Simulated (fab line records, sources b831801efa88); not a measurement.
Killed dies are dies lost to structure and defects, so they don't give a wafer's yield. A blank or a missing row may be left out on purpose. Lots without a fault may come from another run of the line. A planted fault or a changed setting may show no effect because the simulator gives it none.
A struck lot beside a sound one | flow sky130 | 16 steps out of a route of 708
Sound: wafers L611.1, L611.2, L611.3. Struck: wafers L622.1, L622.3, L622.6. The cause comes at the end.
At each step with rows: each side's tool, then ch and its chambers, then its first start. Under that, the readings that differ: sound wafers | struck wafers | difference of the means | sigmas: that difference in standard deviations of wafers without a fault.
alike: readings whose means differ by less than 2 such deviations, and words and numbers that are the same on both sides. not compared: withheld readings, readings that some wafer has no value for, bounds like >300 that may hide the same value, and numbers for which the record gives no deviation and whose values overlap.
The two part at a step that has a row with sigmas, a row that says differs or no value, or rows on one side only. Numbers that don't overlap but have no deviation are shown without sigmas and don't part them. A reading that every wafer of one side lacks parts them only if that side has two wafers or more.

SKY_VIA2_BOW_MEAS_03:
  sound on film_metro-04, day 38 09:56; struck on film_metro-02, day 41 18:54
  alike: VIA2_BOW
then, 8 steps without rows for these wafers: SKY_VIA2_DEHYDRATE_04 (time 60 s); SKY_VIA2_HMDS_05 (prime time 60 s); SKY_VIA2_COAT_06 (resist thk 60 nm); SKY_VIA2_COAT_07 (resist thk 450 nm); SKY_VIA2_SOFTBAKE_08 (time 90 s); SKY_VIA2_EXPOSE_09 (exposes mask VIM2, target cd 200 nm); SKY_VIA2_PEB_10; SKY_VIA2_DEVELOP_11 (develop time 60 s).
SKY_VIA2_CD_MEAS_12: target cd 200 nm.
  sound on cd_sem-01, day 39 11:13; struck on cd_sem-01, day 42 18:49
  alike: cd_nm
SKY_VIA2_OVL_MEAS_13:
  sound on overlay-01, day 39 11:20; struck on overlay-01, day 42 18:56
  reading       | sound    | struck | difference | sigmas
  VIA2_OVL (nm) | -9 -4 -5 | 6 4 8  | +12        | +2
SKY_VIA2_ETCH_14: etches BARC in N2/H2, stops on SiO2, time 45.9 s, target depth 60 nm.
  sound on rie_diel-01 ch 0,2,3, day 39 11:22; struck on rie_diel-02 ch 2,3, day 42 18:58
  alike: bias_w, chamber_pressure_mTorr, drypump_motor_current_A, oes_product_au, throttle_valve_pct
  not compared: rf_hours_counter_h
SKY_VIA2_ETCH_15: etches SiO2 in C4F8/O2/Ar, stops on TiN, target depth 546 nm, time 84 s.
  sound on rie_diel-01 ch 0,2,3, day 39 11:25; struck on rie_diel-02 ch 2,3, day 42 19:01
  no value came back on the struck wafers for bias_w (W), chamber_pressure_mTorr (mTorr), oes_product_au (a.u.), rf_hours_counter_h (h); on the sound wafers bias_w (W) reads 1199 1205 1199
  reading                                     | sound             | struck            | difference | sigmas
  model.KrF-thick_of_VIA2_COAT_07.thk_nm (nm) | 276.7 288.5 282.1 | 394.1 394.1 395.4 | +112.1     |
SKY_VIA2_STRIP_16: strips in O2/N2.
  sound on plasma_asher-02 ch 0,1, day 39 11:28; struck on plasma_asher-02 ch 0,1, day 42 19:05
  reading                      | sound             | struck            | difference | sigmas
  oes_product_au (a.u.)        | 0.392 0.396 0.403 | 0.448 0.452 0.450 | +0.053     | +11
  strip_time_to_endpoint_s (s) | 3.97 4.10 4.03    | 5.22 5.22 5.23    | +1.19      | +29
  alike: drypump_motor_current_A, o2_flow_sccm
  not compared: rf_hours_counter_h
then, 1 step without rows for these wafers: SKY_VIA2_STRIP_17 (strips in post etch residue remover, time 1200 s).
-- the record jumps here: 8 days lie between the struck wafers' starts before and after (it left off in module VIA2 and takes up again in module PAD_OPEN, whose first step shown is number 708 of the route) --
SKY_PAD_OPEN_PROBE_99:
  sound on prober-02, day 48 11:47; struck on prober-02, day 50 22:08
  reading                  | sound          | struck         | difference | sigmas
  defect_limited_yield (%) | 84.3 79.5 83.7 | 0 0 0          | -82        | -43
  killed_at_M0_to_M3       | 35 49 43       | 455 450 451    | +410       | +63
  killed_dies              | 77 101 80      | 492 492 492    | +406       | +42
  killed_on_rim            | 23 18 16       | 96 96 96       | +77        | +20
  sort_bin_5_function (%)  | 9.3 12.0 10.6  | 91.7 94.7 93.3 | +82.6      | +52
  sort_n_pass              | 415 391 412    | 0 0 0          | -406       | -43
  sort_yield_pct (%)       | 84.3 79.5 83.7 | 0 0 0          | -82        | -43
  alike: killed_at_M4_up, killed_at_contacts, killed_at_front_end, killed_at_other, killed_open, killed_short, sort_bin_3_pad_short, sort_bin_6_memory

WHERE THEY PART
First at SKY_VIA2_OVL_MEAS_13; last, within this record, at SKY_PAD_OPEN_PROBE_99.

WHY: what the simulator had put in
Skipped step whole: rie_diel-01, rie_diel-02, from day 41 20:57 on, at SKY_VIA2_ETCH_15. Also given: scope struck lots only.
